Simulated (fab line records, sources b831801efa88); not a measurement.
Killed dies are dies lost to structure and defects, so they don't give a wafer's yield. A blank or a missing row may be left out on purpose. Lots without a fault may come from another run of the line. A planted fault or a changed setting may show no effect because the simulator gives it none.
fab line records | flow sky130
record lots=5 wafers=15 last_day=50
route steps=708 shown POLY_CUT@318 SD_P@320 RES_XHIGH@332 SD_N@342 PAD_OPEN@708
lots that met no fault: from a run of the same line without faults
start_h: hours from the record's first day to the start of the lot's first wafer shown | wait_h: hours since the lot's step before | " the same as in the row above | L1.1+2: a row that stands for several wafers | - no value, or no start given | * or withheld: withheld | < > ~ a bound
route shown NAME@n: a module of which the file shows steps, and the number in the route of the first | usual: mean/standard deviation of fault-free wafers | same: alike in all rows | chamber/n: place in a boat | sites: the reading at each site | _std_site: their standard deviation | _edge_site: outer sites' mean less inner sites' | radius_mm: how far each site lies from the wafer's centre | mask NAME#n: copy n | behind: the tool/chamber that last shaped the wafer | hold: why the lot was held/for how many hours/how that ended | device: the transistor (n, p or np) that didn't switch | end of line: the same wafers' tests at the end of the route | a step without rows: its recipe alone | killed: dies lost to structure and defects at the first sort, not the wafer's yield | map: a wafer's dies, x killed, . not, _ none there
set.NAME: the setting as run; set.NAME@STEP: as run at that earlier step | model.NAME: the simulator's own value behind a step, which no gauge read
lots at some steps of the route; a table a step, a row a wafer
services: from which hour (start_h, from the record's first day; less than 0 if before it) a tool's chamber was out of use, for how many hours, and why
## steps
# step SKY_POLY_CUT_ETCH_11
# recipe target=Si3N4 chemistry=CF4/CH2F2/Ar stop_on=poly-Si source_w=600 bias_w=150 pressure_mtorr=40 cf4_flow_sccm=40 ch2f2_flow_sccm=20 Ar_flow_sccm=150 time_s=42.5 target_depth_a=600
# step SKY_POLY_CUT_STRIP_12
# recipe chemistry=O2/N2 power_w=1400 pressure_mtorr=1500 platen_temp_c=withheld o2_flow_sccm=3000 n2_flow_sccm=300 overash_fraction=0.5
# step SKY_SD_P_DEHYDRATE_00
# recipe temp_c=200 time_s=60
# step SKY_SD_P_HMDS_01
# recipe prime_time_s=60 prime_temp_c=120
# step SKY_SD_P_COAT_02
# recipe resist=NOVOLAK spin_rpm=3000 resist_thk_nm=1140
# step SKY_SD_P_SOFTBAKE_03
# recipe temp_c=90 time_s=60 resist=NOVOLAK
# step SKY_SD_P_EXPOSE_04
# recipe mask_id=PSDM na=0.6 source_shape=conventional sigma_outer=0.6 polarization=unpolarized target_cd_nm=380 dose_mj=138
# step SKY_SD_P_PEB_05
# recipe temp_c=withheld time_s=* resist=NOVOLAK
# step SKY_SD_P_DEVELOP_06
# recipe resist=NOVOLAK developer=TMAH develop_time_s=60 dev_temp_c=23
# step SKY_SD_P_IMPLANT_09
# recipe species=BF2 energy_kev=20 dose_cm2=3e+15 tilt_deg=0
# step SKY_SD_P_STRIP_10
# recipe chemistry=O2/N2 power_w=1400 pressure_mtorr=1500 platen_temp_c=withheld o2_flow_sccm=3000 n2_flow_sccm=300 overash_fraction=0.5
# usual drypump_motor_current_A=5.8/0.47 oes_product_au=0.617/0.0048 strip_time_to_endpoint_s=17.49/0.04
# columns lot.wafer tool chamber start_h wait_h drypump_motor_current_A oes_product_au rf_hours_counter_h strip_time_to_endpoint_s
L805.1 plasma_asher-03 1 646.34 0.1 5.8 0.611 93 17.50
L805.5 " 1 " " 5.8 0.627 - 17.48
L805.6 " 0 " " 6.5 0.621 - 17.47
L806.1 plasma_asher-03 1 658.46 0.1 5.8 0.617 94 17.49
L806.4 " 0 " " 6.5 0.610 - 17.52
L806.5 " 1 " " 5.8 0.622 - 17.52
L807.1 plasma_asher-03 1 667.39 0.1 5.8 0.614 95 17.49
L807.4 " 1 " " 5.8 0.619 - 17.52
L807.5 " 0 " " 6.5 0.624 - 17.54
L814.3 plasma_asher-01 0 725.84 0.1 5.1 0.623 - 17.55
L814.4 " 1 " " 5.7 0.613 - 17.57
L814.6 " 1 " " 5.7 0.621 - 17.52
L818.3 plasma_asher-03 0 756.67 0.1 6.5 0.620 - 17.46
L818.4 " 1 " " 5.8 0.609 - 17.47
L818.6 " 0 " " 6.5 0.620 - 17.45
# step SKY_RES_XHIGH_DEHYDRATE_00
# recipe temp_c=200 time_s=60
# step SKY_RES_XHIGH_HMDS_01
# recipe prime_time_s=60 prime_temp_c=120
# step SKY_RES_XHIGH_COAT_02
# recipe resist=NOVOLAK spin_rpm=3000 resist_thk_nm=1140
# step SKY_RES_XHIGH_SOFTBAKE_03
# recipe temp_c=90 time_s=60 resist=NOVOLAK
# step SKY_RES_XHIGH_EXPOSE_04
# recipe mask_id=URPM na=0.6 source_shape=conventional sigma_outer=0.6 polarization=unpolarized target_cd_nm=1270 dose_mj=140
# step SKY_RES_XHIGH_PEB_05
# recipe temp_c=withheld time_s=* resist=NOVOLAK
# step SKY_RES_XHIGH_DEVELOP_06
# recipe resist=NOVOLAK developer=TMAH develop_time_s=60 dev_temp_c=23
# step SKY_RES_XHIGH_IMPLANT_07
# recipe species=BF2 energy_kev=20 dose_cm2=3.6e+14 tilt_deg=0
# step SKY_RES_XHIGH_STRIP_08
# recipe chemistry=O2/N2 power_w=1400 pressure_mtorr=1500 platen_temp_c=withheld o2_flow_sccm=3000 n2_flow_sccm=300 overash_fraction=0.5
# step SKY_SD_N_DEHYDRATE_00
# recipe temp_c=200 time_s=60
# step SKY_SD_N_HMDS_01
# recipe prime_time_s=60 prime_temp_c=120
# step SKY_SD_N_COAT_02
# recipe resist=NOVOLAK spin_rpm=3000 resist_thk_nm=1140
# step SKY_SD_N_SOFTBAKE_03
# recipe temp_c=90 time_s=60 resist=NOVOLAK
# step SKY_SD_N_EXPOSE_04
# recipe mask_id=NSDM na=0.6 source_shape=conventional sigma_outer=0.6 polarization=unpolarized target_cd_nm=380 dose_mj=141
# step SKY_SD_N_PEB_05
# recipe temp_c=withheld time_s=* resist=NOVOLAK
# step SKY_SD_N_DEVELOP_06
# recipe resist=NOVOLAK developer=TMAH develop_time_s=60 dev_temp_c=23
# step SKY_SD_N_IMPLANT_09
# recipe species=As energy_kev=50 dose_cm2=4e+15 tilt_deg=0
# step SKY_SD_N_IMPLANT_10
# recipe species=P energy_kev=20 dose_cm2=1e+14 tilt_deg=0
# step SKY_SD_N_STRIP_11
# recipe chemistry=O2/N2 power_w=1400 pressure_mtorr=1500 platen_temp_c=withheld o2_flow_sccm=3000 n2_flow_sccm=300 overash_fraction=0.5
# step SKY_SD_N_CLEAN_13
# recipe chemistry=SC1/SC2 mix=1:4:20 temp_c=70 time_s=150 dry=n2_spin
# step SKY_SD_N_RTA_14
# recipe temp_c=1075 time_s=2 idle_temp_c=650 ramp_up_c_per_s=150 ramp_down_c_per_s=90 ambient=N2
# step SKY_PAD_OPEN_PROBE_99
# usual killed_at_M0_to_M3=42/6.4 killed_at_M4_up=3.0/2 killed_at_contacts=24/5.2 killed_at_front_end=14/4.2 killed_at_other=0.4/0.72 killed_dies=84/9 killed_on_rim=16/3.7 killed_open=46/6.6 killed_short=38/6
# same gross_dies=492 killed_at_back_side=0
# columns lot.wafer tool chamber start_h wait_h killed_at_M0_to_M3 killed_at_M4_up killed_at_contacts killed_at_front_end killed_at_other killed_dies killed_on_rim killed_open killed_short
L805.1 prober-02 - 1118.26 0.1 46 3 22 59 0 130 26 47 38
L805.5 prober-02 - 1118.46 0.2 40 4 24 54 0 122 23 39 41
L805.6 prober-02 - 1118.51 0.2 42 3 26 14 0 85 13 55 30
L806.1 prober-01 - 1125.38 0.1 25 5 22 56 1 109 20 36 30
L806.4 prober-01 - 1125.53 0.2 50 0 13 18 0 81 13 43 38
L806.5 prober-01 - 1125.58 0.2 33 1 26 57 0 117 23 41 34
L807.1 prober-02 - 1130.46 0.1 51 5 14 59 0 129 24 42 39
L807.4 prober-02 - 1130.61 0.2 34 0 18 55 1 108 15 35 27
L807.5 prober-02 - 1130.66 0.2 38 4 22 16 0 80 13 45 35
L814.3 prober-01 - 1169.81 0.2 39 1 22 20 0 82 12 45 37
L814.4 prober-01 - 1169.86 0.2 47 2 22 11 0 82 11 47 35
L814.6 prober-01 - 1169.96 0.2 43 5 23 14 0 85 10 48 37
L818.3 prober-02 - 1191.72 0.2 38 5 23 18 0 84 14 40 44
L818.4 prober-02 - 1191.77 0.2 30 0 33 14 0 77 8 43 34
L818.6 prober-02 - 1191.87 0.2 36 2 29 20 0 87 21 50 37
# killed by level:class
L805.1 SD_P:unspecified=44 CONTACT:geometric_particle:open=10 METAL2:geometric_particle:short=8 VIA1:geometric_particle:open=7 FIELD_ISO:geometric_particle:open=6 LI_CONTACT:geometric_particle:open=6 METAL1:geometric_particle:short=6 VIA3:geometric_particle:open=5
L805.5 SD_P:unspecified=41 VIA1:geometric_particle:open=10 LI_CONTACT:geometric_particle:open=6 LOCAL_INTERCONNECT:geometric_particle:short=5 CONTACT:geometric_particle:short=5 CONTACT:geometric_particle:open=5 METAL1:geometric_particle:short=5 METAL2:geometric_particle:short=5
L805.6 CONTACT:geometric_particle:open=10 VIA1:geometric_particle:open=9 LI_CONTACT:geometric_particle:open=8 VIA3:geometric_particle:open=7 VIA2:geometric_particle:open=6 FIELD_ISO:geometric_particle:short=5 POLY_GATE:geometric_particle:open=5 LOCAL_INTERCONNECT:geometric_particle:short=5
L806.1 SD_P:unspecified=42 CONTACT:geometric_particle:open=8 FIELD_ISO:geometric_particle:short=7 LI_CONTACT:geometric_particle:open=6 CONTACT:geometric_particle:short=6 METAL2:geometric_particle:short=6 VIA1:geometric_particle:open=5 VIA3:geometric_particle:open=5
L806.4 VIA2:geometric_particle:open=9 METAL1:geometric_particle:short=6 VIA1:geometric_particle:open=6 METAL2:geometric_particle:short=5 VIA3:geometric_particle:short=5 FIELD_ISO:geometric_particle:short=4 FIELD_ISO:geometric_particle:open=4 POLY_GATE:geometric_particle:open=4
L806.5 SD_P:unspecified=42 CONTACT:geometric_particle:open=9 LI_CONTACT:geometric_particle:open=8 CONTACT:geometric_particle:short=6 VIA2:geometric_particle:open=6 FIELD_ISO:geometric_particle:short=5 METAL1:geometric_particle:open=4 POLY_GATE:geometric_particle:short=4
L807.1 SD_P:unspecified=47 VIA1:geometric_particle:open=12 METAL1:geometric_particle:short=9 VIA2:geometric_particle:open=7 CONTACT:geometric_particle:open=7 METAL2:geometric_particle:short=5 VIA3:geometric_particle:open=5 CONTACT:geometric_particle:short=4
L807.4 SD_P:unspecified=46 VIA2:geometric_particle:open=9 LOCAL_INTERCONNECT:geometric_particle:short=7 VIA1:geometric_particle:open=7 LI_CONTACT:geometric_particle:open=6 METAL1:geometric_particle:short=5 POLY_GATE:geometric_particle:short=4 VIA3:geometric_particle:open=4
L807.5 CONTACT:geometric_particle:open=9 VIA1:geometric_particle:open=8 CONTACT:geometric_particle:short=5 VIA3:geometric_particle:open=5 FIELD_ISO:geometric_particle:short=4 POLY_GATE:geometric_particle:open=4 LOCAL_INTERCONNECT:geometric_particle:short=4 METAL1:geometric_particle:short=4
L814.3 VIA1:geometric_particle:open=10 LI_CONTACT:geometric_particle:open=8 CONTACT:geometric_particle:open=6 FIELD_ISO:geometric_particle:short=5 VIA2:geometric_particle:open=5 LOCAL_INTERCONNECT:geometric_particle:short=4 METAL1:geometric_particle:short=4 METAL2:geometric_particle:short=4
L814.4 VIA1:geometric_particle:open=10 CONTACT:geometric_particle:open=10 VIA1:geometric_particle:short=7 VIA3:geometric_particle:open=6 LI_CONTACT:geometric_particle:open=5 VIA2:geometric_particle:open=5 METAL2:geometric_particle:short=5 METAL3:geometric_particle:short=4
L814.6 VIA2:geometric_particle:open=13 CONTACT:geometric_particle:open=8 VIA1:geometric_particle:open=7 VIA3:geometric_particle:open=6 LI_CONTACT:geometric_particle:open=5 CONTACT:geometric_particle:short=5 METAL3:geometric_particle:short=5 VIA3:geometric_particle:short=5
L818.3 CONTACT:geometric_particle:open=8 VIA2:geometric_particle:open=8 VIA1:geometric_particle:open=7 METAL2:geometric_particle:short=6 FIELD_ISO:geometric_particle:open=5 LOCAL_INTERCONNECT:geometric_particle:short=5 METAL1:geometric_particle:short=5 VIA1:geometric_particle:short=5
L818.4 CONTACT:geometric_particle:open=11 LI_CONTACT:geometric_particle:open=8 VIA1:geometric_particle:open=7 CONTACT:geometric_particle:short=6 POLY_GATE:geometric_particle:short=5 LOCAL_INTERCONNECT:geometric_particle:short=5 METAL2:geometric_particle:short=5 VIA2:geometric_particle:open=4
L818.6 CONTACT:geometric_particle:open=11 LI_CONTACT:geometric_particle:open=9 VIA2:geometric_particle:open=8 FIELD_ISO:geometric_particle:open=6 POLY_GATE:geometric_particle:open=6 METAL2:geometric_particle:short=6 VIA3:geometric_particle:open=5 FIELD_ISO:geometric_particle:short=4
# map L805.1 (x killed, . not)
__________..xxxxxxxx_________
________.x.xxxxxxxxx.x_______
______...xxxxxxxxx..x..._____
_____.xx..xxxxxxxx....x..____
____x..x..xxxxxxxxx....x..___
___..x....x.x..xxx.........__
__.xx....x...xx.........x..._
_x...xx..x...........x.......
_..x..xx...xx...x...xx.......
_x.......x....x..........x.x.
_.x.....x...x....x..x......xx
_.x...........xx.............
_..x.x.xx......x.......xx.xx.
_...........xx.....x.........
_x....x........x...x.........
__.......x..x.............xx_
___..x...x......x...xxx....__
____....x.................___
_____...x...............x____
______....x..x........x._____
________........xx.x.._______
__________...xx....x_________
# map L806.5 (x killed, . not)
__________xxxxxxxx.._________
________...xxxxxx.x..._______
______....xxxxxxxxx.xx.._____
_____.....xxxxxxxx.x.x.x.____
____...xx...xx.xxx........___
___........x.xxxx.....x....__
__..x...........x..x....xx.._
_xx.xxx.........x....x....x..
_..................x.x.......
_.............x....x.........
_xx..xxx.............x.......
_....x.x.x..........x...x.x..
_.xx............x.......x...x
_x..................x.....x..
_x......x..x................x
__...x..x...xx.....x.......x_
___..x.x...x......x.....x..__
____x..x............x....x___
_____....xx..x.........x.____
______.x.x.............._____
________...x.xxx......_______
__________.........x_________
## services
# columns tool chamber start_h hours kind
plasma_asher-01 - 659.03 2.8 pm
plasma_asher-03 - 733.75 9.0 pm
plasma_asher-03 0 733.75 9.0 vent_cycle
plasma_asher-03 1 733.75 9.0 vent_cycle
plasma_asher-03 0 742.75 - clean
plasma_asher-03 1 742.75 - clean
## key
first_sign step=SKY_PAD_OPEN_PROBE_99 reading=killed_at_front_end direction=up sigmas=10 usual=14 struck=57
effect step=SKY_PAD_OPEN_PROBE_99 reading=killed_dies direction=up sigmas=3.9 usual=84 struck=119
met_at SKY_SD_P_STRIP_10
struck_wafers L805.1,L805.5,L806.1,L806.5,L807.1,L807.4
tester_left_out L805,L806,L807
fault kind=chamber_particle_source tool=plasma_asher-03 chamber=1 onset_h=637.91 steps=SKY_SD_P_STRIP_10 rate_per_visit_cm2=0.59808 end_h=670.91
# tester_left_out: of these lots the tester's yield and bins aren't shown, on N5 and GAA mostly nor the transistor test; their killed dies are dies lost to structure and defects alone, not to doping, threshold or leakage, so they don't give the yield
